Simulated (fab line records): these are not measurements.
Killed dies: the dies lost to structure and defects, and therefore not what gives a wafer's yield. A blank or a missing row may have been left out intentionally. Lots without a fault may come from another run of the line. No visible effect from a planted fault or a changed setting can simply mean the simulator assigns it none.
A single fault, viewed from 2 desks	flow sfq_line	only its own numbers are on each desk; what lay behind them is given at the end

== TOOL OWNER'S DESK, cmp-02 ==
The tool's own readings at SFQ_TRILAYER_I1_CMP_CMP_046 (polishes SiO2): means of the sampled wafers that have a number, for each lot that ran on this tool. Any lot whose mean is over 4 standard deviations away from the usual mean is out of limits and marked OUT; that distance is given in the brackets.
Columns: A = motor_current_A at SFQ_TRILAYER_I1_CMP_CMP_046, usual 9.9 A; B = time_to_endpoint_s at SFQ_TRILAYER_I1_CMP_CMP_046, usual 215 s
lot	first seen here	A	B
L787	day 17 19:22	9.1	223
L789	day 19 04:07	10.1	219
L790	day 19 10:05	9.7	217
L797	day 27 15:01	9.3	242
L798	day 27 23:31	9.5	232
L806	day 30 23:35	9.5	205
Finding of this desk: none of the 6 lots has anything out of limits.

== AT THE METROLOGY DESK ==
What the gauges read for every lot (on any tool): the sampled wafers with a number, averaged. Any lot whose mean is over 4 standard deviations away from the usual mean is out of limits and marked OUT; that distance is given in the brackets.
Columns: A = I2_BOW at SFQ_I2_BOW_MEAS_917, usual 5 um
lot	first seen here	A
L783	day 23 07:11	13
L784	day 23 23:53	1
L785	day 24 02:53	3
L787	day 24 23:56	3
L788	day 25 17:54	9
L789	day 31 08:38	10
L790	day 31 16:34	-1
L797	day 35 20:15	7
L798	day 36 03:47	11
L800	day 37 03:49	0
L801	day 37 09:49	-0
L802	day 37 21:49	7
L803	day 38 05:11	17
L806	day 39 15:11	3
Finding of this desk: none of the 14 lots has anything out of limits.

== PUT TOGETHER ==
The tool owner's desk saw nothing out of limits.
The metrology desk saw nothing out of limits.

== WHAT HAD BEEN PUT IN BY THE SIMULATOR ==
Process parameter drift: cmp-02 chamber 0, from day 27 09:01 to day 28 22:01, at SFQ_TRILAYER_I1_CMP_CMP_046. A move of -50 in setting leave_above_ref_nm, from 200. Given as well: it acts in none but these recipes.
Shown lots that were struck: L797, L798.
